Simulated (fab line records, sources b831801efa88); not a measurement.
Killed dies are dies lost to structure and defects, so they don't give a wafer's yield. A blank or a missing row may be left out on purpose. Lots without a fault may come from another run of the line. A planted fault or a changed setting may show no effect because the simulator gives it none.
Chamber matching | flow gf180mcu | GF_PASSIVATION_CVD_02 on pecvd-04: 3 sister chambers
The step deposits Si3N4, target thk 700 nm, time 486.18 s. 14 wafers are shown with their chamber, then 7 later ones without.

WAFERS WITH THEIR CHAMBER
wafer  | chamber | heater_power_outer_w (W) | heater_power_w (W)
L612.1 | 0       | 312                      | 555
L612.2 | 1       | 409                      | 636
L612.3 | 2       | 332                      | 579
L615.2 | 0       | 312                      | 562
L615.3 | 2       | 310                      | 579
L615.5 | 2       | 342                      | 574
L616.2 | 0       | 384                      | 662
L616.5 | 2       | 253                      | 477
L616.6 | 1       | 444                      | 692
L618.1 | 2       | 263                      | 486
L618.4 | 1       | 424                      | 657
L618.5 | 0       | 407                      | 673
L626.2 | 1       | 436                      | 672
L626.5 | 2       | 316                      | 559

SIGNATURES (means of the wafers above)
reading              | chamber 0 | chamber 1 | chamber 2 | scatter within a chamber
heater_power_outer_w | 353.75    | 428.25    | 302.67    | 36.4
heater_power_w       | 613.00    | 664.25    | 542.33    | 47.7
Rule: a wafer's distance from a chamber is the root of the sum, over the readings, of the square of ((its reading less the chamber's mean) divided by the reading's scatter). The wafer belongs to the nearest chamber; if the next one is less than 2 further off, it can't be placed. The scatter: the root of (the sum of the squares of (reading less its chamber's mean) over the shown wafers, divided by (wafers less chambers)).

WAFERS WITHOUT THEIR CHAMBER
wafer  | heater_power_outer_w (W) | heater_power_w (W)
L626.6 | 459                      | 705
L631.2 | 377                      | 655
L631.4 | 399                      | 696
L631.6 | 456                      | 702
L632.1 | 350                      | 628
L632.3 | 460                      | 741
L632.4 | 483                      | 755

WHICH CHAMBER EACH WENT THROUGH
wafer  | from the rows above          | in truth
L626.6 | 1                            | 1
L631.2 | can't be placed: 0 or 1      | 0
L631.4 | can't be placed: 1 or 0      | 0
L631.6 | 1                            | 1
L632.1 | can't be placed: 0 or 2 or 1 | 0
L632.3 | 1                            | 1
L632.4 | 1                            | 1
Placed correctly: 4 of 7. Can't be placed from these rows: 3 (the true chamber is among the candidates in 3). Placed wrongly: 0.
